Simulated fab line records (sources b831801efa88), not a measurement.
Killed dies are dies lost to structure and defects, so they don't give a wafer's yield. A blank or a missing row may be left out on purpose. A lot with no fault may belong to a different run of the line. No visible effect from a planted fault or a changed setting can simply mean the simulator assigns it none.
Problem report, 8D (eight disciplines) form, completed by code	flow sky130	the parts of the form that need people (team, actions taken, sign-off) are left out

## 1. PROBLEM STATEMENT
At SKY_PASSIVATION_ETCH_11, oesProductAu averages 0.790 a.u. over 3 wafers from 2 lots, while fault-free wafers read 0.977 a.u., standard deviation 0.0066. That is -28 standard deviations from the usual mean.
The step: etches the open film in CF4/O2, stops on AlCu, target depth 725 nm, time 161.1 s.
Seen first at day 45 23:35 on rieDiel-03, wafer L749.4. Wafers with a number at this step in the record: 42, from 14 lots. By rule, "out" or "out of limits" means more than 4 standard deviations away from the usual mean. Any other wafer with a number is counted as sound.

## 2. WHAT IT IS; WHAT IT IS NOT
question	is	is not
which readings at this step	oesProductAu, throttleValvePct	drypumpMotorCurrentA
which lots	L749, L756	L744, L745, L746, L757, L758, L760, L761, L763, L764, L765, L766, L767
which wafers of those lots	L749.4, L749.6, L756.4	L749.3, L756.1, L756.2
read on which tools	rieDiel-03	rieDiel-02, rieDiel-04
when	from day 45 23:35	up to then (10 sound wafers); but 29 sound wafers of L756, L757, L758, L760, L761, L763, L764, L765, L766, L767 came after

## 3. THE SUSPECTS, EACH WITH WHAT RULES IT OUT
Counting: a tool at a process step up to the reading stays a suspect if it ran every lot that is out. Sound lots after the first of them don't rule it out here, since some wafers of a struck lot are sound.
- pvdSputter-01 at SKY_METAL5_SPUTTER_04 (material TiN, target thk 70 nm, time 58.3 s): kept. Ran every lot that is out, first one L749 (day 44 03:59); last sound lot up to then L744 (day 42 13:58).
- rieDiel-03 at SKY_PASSIVATION_ETCH_11 (etches the open film in CF4/O2, stops on AlCu, target depth 725 nm, time 161.1 s): kept. Ran every lot that is out, first one L749 (day 45 23:35); last sound lot up to then L745 (day 45 02:53). On those wafers its own readings are out: oesProductAu, throttleValvePct.
- Within rieDiel-03 at SKY_PASSIVATION_ETCH_11: the wafers that are out ran in chamber 0; their sound lot-mates ran in chambers 1, 2, 3.
The count leaves rieDiel-03 at SKY_PASSIVATION_ETCH_11 and pvdSputter-01 at SKY_METAL5_SPUTTER_04.

## 4. THE CAUSE (what the simulator had put in)
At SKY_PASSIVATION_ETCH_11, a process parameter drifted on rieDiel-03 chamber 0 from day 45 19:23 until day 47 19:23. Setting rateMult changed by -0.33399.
Counting leaves 2 suspects; this tool is one of them.

## 5. THE EFFECT CHAIN, in route order
Rows list readings where the struck wafers' mean (over those with a number) sits beyond 3 standard deviations from the usual. Readings are gone through only where the record gives a usual standard deviation; hours: the median, over the lots, of the time from a lot's start at the first step in this table giving one to that lot's start at this step; sigmas: the change measured in usual standard deviations.
hours	step	reading	usual	on struck wafers	change	sigmas
0	SKY_PASSIVATION_ETCH_11	oesProductAu	0.977 a.u.	0.790	-0.187	-28
0	SKY_PASSIVATION_ETCH_11	throttleValvePct	5.964 %	5.907	-0.057	-5.9
0	SKY_PASSIVATION_STRIP_12	stripTimeToEndpointS	31.55 s	33.51	+1.96	+14
Process steps it contains:
- SKY_PASSIVATION_ETCH_11: etches the open film in CF4/O2, stops on AlCu, target depth 725 nm, time 161.1 s.
- SKY_PASSIVATION_STRIP_12: strips in O2/N2.

## 6. HOW IT WOULD HAVE BEEN CAUGHT EARLIER
4 hours passed between the start of the fault at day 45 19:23 and the first reading out of limits in this record, taken at day 45 23:35.
